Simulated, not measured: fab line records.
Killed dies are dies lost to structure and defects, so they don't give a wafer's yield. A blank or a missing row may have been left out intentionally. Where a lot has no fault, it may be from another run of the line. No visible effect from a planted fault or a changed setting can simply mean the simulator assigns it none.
Check for tools in common | flow gf180mcu | Sample size 12 lots and 36 wafers

## THE REASON FOR OPENING IT
At GF_HV_LDD_CD_MEAS_31 the reading cd-nm is flagged on 2 of 12 lots. Wafers without a fault read 400.4 nm, standard deviation 2.
Rule: a lot is flagged when every wafer of it that has a number lies more than 4 standard deviations from that mean, or none has a number. As for the other lots, they are considered sound.

lot  | measured     | on        | cd-nm (nm), wafer by wafer | flag
L414 | day 11 19:10 | cd-sem-02 | 402.7 405.0 404.1          |
L415 | day 11 20:54 | cd-sem-02 | 401.7 402.8 403.9          |
L417 | day 12 08:17 | cd-sem-01 | 398.5 398.8 396.2          |
L419 | day 13 00:53 | cd-sem-01 | 402.3 398.1 401.3          |
L420 | day 13 16:50 | cd-sem-02 | 397.8 402.8 402.0          |
L421 | day 14 02:52 | cd-sem-02 | 402.2 400.1 401.4          |
L423 | day 14 14:19 | cd-sem-02 | 401.5 401.6 401.5          |
L426 | day 15 12:25 | cd-sem-01 | 338.9 337.4 337.9          | FLAGGED
L429 | day 16 20:50 | cd-sem-01 | 336.8 337.6 336.1          | FLAGGED
L431 | day 17 07:59 | cd-sem-01 | 402.7 401.2 402.5          |
L434 | day 17 23:09 | cd-sem-01 | 400.7 401.5 398.8          |
L437 | day 18 23:20 | cd-sem-02 | 398.0 399.2 400.3          |
The mean of the flagged lots' numbers is 337.4 nm, -62.9 nm from the usual (-31 standard deviations).

## LOT BY LOT: THE TOOL USED
The record keeps 1 process step preceding the reading, out of 602 steps on the route. In each cell: the tool, then ch and the chambers that the sampled wafers went through, then the start.
lot  | flag    | GF_HV_LDD_EXPOSE_28
L414 |         | iline-stepper-01 ch 0, day 11 09:40
L415 |         | iline-stepper-02 ch 0, day 11 11:35
L417 |         | iline-stepper-02 ch 0, day 11 22:50
L419 |         | iline-stepper-01 ch 0, day 12 16:10
L420 |         | iline-stepper-02 ch 0, day 13 07:03
L421 |         | iline-stepper-01 ch 0, day 13 16:37
L423 |         | iline-stepper-02 ch 0, day 14 04:10
L426 | FLAGGED | iline-stepper-02 ch 0, day 15 02:50
L429 | FLAGGED | iline-stepper-02 ch 0, day 16 09:34
L431 |         | iline-stepper-01 ch 0, day 16 21:10
L434 |         | iline-stepper-01 ch 0, day 17 11:55
L437 |         | iline-stepper-01 ch 0, day 18 11:35
What the steps here do:
- GF_HV_LDD_EXPOSE_28: exposes mask Nplus HV AREA, target cd 400 nm.
- GF_HV_LDD_CD_MEAS_31: target cd 400 nm.

## FLAGGED AGAINST TOTAL, ONE TOOL AT A TIME (gauges that did the reading follow at the end)
step                 | tool             | lots run | flagged | share of the flagged lots | sound lots run after its first flagged lot
GF_HV_LDD_EXPOSE_28  | iline-stepper-01 | 6        | 0       | none                      | -
GF_HV_LDD_EXPOSE_28  | iline-stepper-02 | 6        | 2       | all                       | 0
GF_HV_LDD_CD_MEAS_31 | cd-sem-01        | 6        | 2       | all                       | 2 (L431,L434)
GF_HV_LDD_CD_MEAS_31 | cd-sem-02        | 6        | 0       | none                      | -

## WHAT THE TABLE PERMITS
Table rows that saw every flagged lot: 2, namely iline-stepper-02 at GF_HV_LDD_EXPOSE_28 and cd-sem-01 at GF_HV_LDD_CD_MEAS_31.
- iline-stepper-02 at GF_HV_LDD_EXPOSE_28: 2 of its 6 lots flagged. It ran its last sound lot, L423, at day 14 04:10 and its first flagged lot, L426, at day 15 02:50: a fault with its onset between the two fits. Its own readings (exposure-dose-mJ-cm2) fall more than 4 standard deviations out on all wafers of the flagged lots.
- cd-sem-01 at GF_HV_LDD_CD_MEAS_31: 2 of its 6 lots flagged. After the first flagged lot (L431, L434), sound lots still ran on it; a lasting fault on the whole tool would not permit that.
What remains is a single tool, iline-stepper-02 at GF_HV_LDD_EXPOSE_28.

## WHAT THE SIMULATOR HAD INSERTED
Process parameters drifting: iline-stepper-02 at GF_HV_LDD_EXPOSE_28, beginning at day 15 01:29. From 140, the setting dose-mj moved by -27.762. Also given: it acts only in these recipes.
Lots struck among those shown: L426, L429. The rule given above showed the same thing.
